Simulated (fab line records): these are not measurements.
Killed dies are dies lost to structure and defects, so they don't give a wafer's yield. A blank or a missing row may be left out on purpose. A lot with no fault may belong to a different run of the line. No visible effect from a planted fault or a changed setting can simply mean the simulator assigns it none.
Problem report, 8D (eight disciplines) form, completed by code :: flow gf180mcu :: the parts of the form that need people (team, actions taken, sign-off) are left out

1. THE ISSUE
Wafers without a fault read 89.29 s, standard deviation 0.2; run length s at GF_MIM_SOFTBAKE_15 reads a mean of 94.33 s on 6 wafers belonging to 2 lots. Relative to the usual mean, that is a shift of +25 standard deviations.
The step: time 60 s.
Seen first at day 28 09:37 on litho track-01, wafer L816.1. At this step, 39 wafers from 13 lots have a number in the record. Rule for "out", or "out of limits": more than 4 standard deviations from the usual mean. The other wafers with a number count as sound.

2. WHAT THIS IS AND IS NOT
question: which readings at this step
is: run length s
is not: -

question: which lots
is: L816, L819
is not: L807, L809, L810, L811, L813, L814, L815, L826, L827, L828, L829

question: which wafers of those lots
is: all that have a number
is not: -

question: read on which tools
is: litho track-01
is not: litho track-02, litho track-04

question: when
is: from day 28 09:37
is not: up to then (21 sound wafers); but 12 sound wafers of L826, L827, L828, L829 came after

3. WHAT RULES OUT EACH SUSPECT
Counting: a tool at a process step up to the reading stays a suspect if it ran every lot that is out and no sound lot after the first of them.
- litho track-01 at GF_MIM_SOFTBAKE_15 (time 60 s): kept. All lots that are out passed through it, beginning with L816 at day 28 09:37, and no sound lot followed; its final sound lot before that point was L815 at day 28 01:32. Its own run length s readings are out on those wafers.
Remaining after the count: litho track-01 at GF_MIM_SOFTBAKE_15.

4. THE CAUSE (what the simulator had put in)
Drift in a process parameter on litho track-01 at GF_MIM_SOFTBAKE_15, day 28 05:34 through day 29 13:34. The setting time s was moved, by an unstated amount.
This tool alone remained once counting was done.

5. SEQUENCE OF EFFECTS, ordered by route
One row per reading whose mean, taken over the struck wafers that have a number, lies over 3 standard deviations from the usual. Only readings for which the record gives a usual standard deviation are gone through. hours: the time from each lot's start at the first step in this table that gives one to its start at this step, as a median over the lots. sigmas: the change in usual standard deviations.
hours: 0
step: GF_MIM_SOFTBAKE_15
reading: run length s
usual: 89.29 s
on struck wafers: 94.33
change: +5.04
sigmas: +25
Its process steps:
- GF_MIM_SOFTBAKE_15: time 60 s.

6. HOW IT WOULD HAVE BEEN CAUGHT EARLIER
4 hours passed between the start of the fault at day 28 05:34 and the first reading out of limits in this record, taken at day 28 09:37.
